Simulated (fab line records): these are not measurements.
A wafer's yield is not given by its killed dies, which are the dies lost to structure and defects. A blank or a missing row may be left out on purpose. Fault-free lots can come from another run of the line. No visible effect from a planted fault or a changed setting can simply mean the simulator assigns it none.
Matching of chambers	flow gf180mcu	GF_V2_CMP_04 on cmp-01 has 4 sister chambers
The step polishes SiO2. 7 wafers are shown with their chamber, then 7 later ones without.

WAFERS WITH THEIR CHAMBER
wafer	chamber	motorCurrentA (A)	timeToEndpointS (s)
L362.1	2	11.8	72
L362.5	3	11.6	76
L362.6	0	11.1	71
L369.5	1	12.0	79
L369.6	0	10.8	78
L372.2	3	11.4	76
L372.5	1	12.6	77

WAFERS WITHOUT THEIR CHAMBER
wafer	motorCurrentA (A)	timeToEndpointS (s)
L372.6	11.5	84
L374.2	11.1	74
L374.3	11.9	74
L374.5	11.7	85
L376.3	12.0	75
L376.5	12.0	80
L376.6	11.8	84

CHAMBER TAKEN BY EACH
wafer	from the rows above	in truth
L372.6	can't be placed: 3 or 1 or 0 or 2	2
L374.2	can't be placed: 0 or 3 or 2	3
L374.3	can't be placed: 2 or 3 or 1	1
L374.5	can't be placed: 3 or 1 or 2 or 0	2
L376.3	can't be placed: 2 or 1 or 3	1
L376.5	can't be placed: 1 or 3 or 2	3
L376.6	can't be placed: 1 or 3 or 2 or 0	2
Correctly placed: 0 of 7. Cannot be placed on the basis of these rows: 7; the candidates contain the true chamber in 7. Wrongly placed: 0.
How it was worked out, from the rows above alone: a wafer's distance from a chamber is the root of the sum, over the readings, of the square of ((its reading less the chamber's mean) divided by the reading's scatter). If the next closest chamber is less than 2 further off than the closest, the wafer can't be placed; otherwise it belongs to the closest. Each chamber's mean is taken over the wafers shown for it. The scatter: take each reading less its chamber's mean, square it, sum over the shown wafers, divide by the number of wafers less the number of chambers, and take the root.
